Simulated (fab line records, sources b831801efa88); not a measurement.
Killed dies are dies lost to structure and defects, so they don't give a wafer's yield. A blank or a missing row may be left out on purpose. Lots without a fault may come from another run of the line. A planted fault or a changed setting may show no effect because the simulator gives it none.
Which tool did it? | flow gf180mcu | 6 lots, 18 wafers sampled, at 1 step of a route of 602

WHAT THE GAUGES READ, wafer by wafer
GF_VT_IMPLANT_OVL_MEAS_29.
lot  | measured     | on         | VT_IMPLANT_02_OVL (nm)
L612 | day 7 03:40  | overlay-01 | 0.7 1.0 -0.4
L616 | day 8 04:09  | overlay-01 | 0.6 0.5 0.6
L620 | day 9 05:15  | overlay-02 | 0.2 -1.0 0.3
L622 | day 9 22:45  | overlay-02 | -0.8 0.9 -0.2
L625 | day 10 14:40 | overlay-02 | 1.4 0.2 1.2
L627 | day 11 05:55 | overlay-01 | 1.5 2.3 0.5

WHICH TOOL RAN EACH LOT (tool, then ch and the chambers of the sampled wafers, then the start)
The record holds no process step before these readings.

THE ANSWER, worked out from the rows above alone
Rule: what is usual is taken from the lots themselves. Put in order of their means at a reading, lots are off if they are a third of the lots or fewer, leave a main group of 4 or more, and stand apart from it by a gap of 3 or more times the standard deviation of the main group's means; of several such gaps the widest counts. A main group whose means are all the same, to the digits that the tables above print for the reading, isn't used. A lot without any number at a reading at which 4 lots or more have one is off too. The other lots that the step has rows for count as sound.
No lot is off at any reading shown: from this, nothing can be told.

WHAT THE SIMULATOR HAD PUT IN
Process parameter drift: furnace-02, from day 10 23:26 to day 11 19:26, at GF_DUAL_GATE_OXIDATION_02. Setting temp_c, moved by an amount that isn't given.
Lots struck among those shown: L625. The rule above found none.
